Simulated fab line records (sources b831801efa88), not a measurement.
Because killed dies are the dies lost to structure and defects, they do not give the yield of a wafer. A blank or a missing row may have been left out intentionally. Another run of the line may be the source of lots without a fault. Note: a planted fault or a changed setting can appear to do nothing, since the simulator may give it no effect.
Code-filled problem report in 8D (eight disciplines) form | flow gf180mcu | the parts of the form that need people (team, actions taken, sign-off) are left out

## 1. WHAT IS WRONG
Mean V4_CVD_02_THK at GF_V4_THK_MEAS_03: 1143 nm over 3 wafers in 3 lots; fault-free wafers: 852 nm, standard deviation 11. Relative to the usual mean, that is a shift of +26 standard deviations.
First observed at day 25 10:38: wafer L436.4, on filmMetro-02. Wafers with a number at this step in the record: 33, from 12 lots. Rule for "out", or "out of limits": more than 4 standard deviations from the usual mean. The rest of the wafers with a number are treated as sound.

## 2. WHAT IT IS AND WHAT IT IS NOT
question                    | is                         | is not
which readings at this step | V4_CVD_02_THK              | -
which lots                  | L436, L438, L439           | L432, L433, L440, L447, L448, L449, L450, L451, L453
which wafers of those lots  | L436.4, L438.6, L439.6     | L436.2, L438.1, L439.1
read on which gauges        | filmMetro-02, filmMetro-03 | filmMetro-04
when                        | from day 25 10:38          | up to then (7 sound wafers); but 23 sound wafers of L438, L439, L440, L447, L448, L449, L450, L451, L453 came after

## 3. SUSPECTS, AND WHAT RULES EACH OUT
Counting: if a tool at a process step up to the reading ran every lot that is out, it stays a suspect. Sound lots after the first of them don't rule it out here, since some wafers of a struck lot are sound.
- the gauge at GF_V4_THK_MEAS_03: ruled out. The wafers that are out were read on 2 gauges (filmMetro-02, filmMetro-03).
- pecvd-04 at GF_V4_CVD_02 (deposits SiO2 from TEOS, target thk 850 nm, time 94.851 s): kept. Ran every lot that is out, first one L436 (day 25 10:34); last sound lot up to then L432 (day 23 21:00).
Remaining after the count: pecvd-04 at GF_V4_CVD_02.

## 4. THE CAUSE (what the simulator had put in)
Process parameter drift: pecvd-04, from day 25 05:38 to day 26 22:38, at GF_V4_CVD_02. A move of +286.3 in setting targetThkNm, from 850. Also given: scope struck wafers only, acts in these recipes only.
Counting left only this tool.

## 5. THE CHAIN OF EFFECTS, in route order
One row per reading whose mean, taken over the struck wafers that have a number, lies over 3 standard deviations from the usual. Readings are gone through only where the record gives a usual standard deviation; hours: the median, over the lots, of the time from a lot's start at the first step in this table giving one to that lot's start at this step; sigmas: the change measured in usual standard deviations.
hours | step              | reading         | usual  | on struck wafers | change | sigmas
0     | GF_V4_THK_MEAS_03 | V4_CVD_02_THK   | 852 nm | 1143             | +291   | +26
0     | GF_V4_CMP_04      | timeToEndpointS | 81 s   | 181              | +100   | +17
It contains these process steps:
- GF_V4_CMP_04: polishes SiO2.

## 6. WHAT WOULD HAVE CAUGHT IT SOONER
5 hours passed between the start of the fault at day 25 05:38 and the first reading out of limits at a measuring or inspecting step in this record, taken at day 25 10:38.
An alarm limit of 4 standard deviations would not have fired on the tool readings at GF_V4_CVD_02 for which the record gives a usual standard deviation, since none of them was out on any struck wafer.
Among the 3 lots that are out, L438, L439 began GF_V4_CVD_02 on pecvd-04 after day 25 10:38. A hold on the tool at that time would have spared those 2.
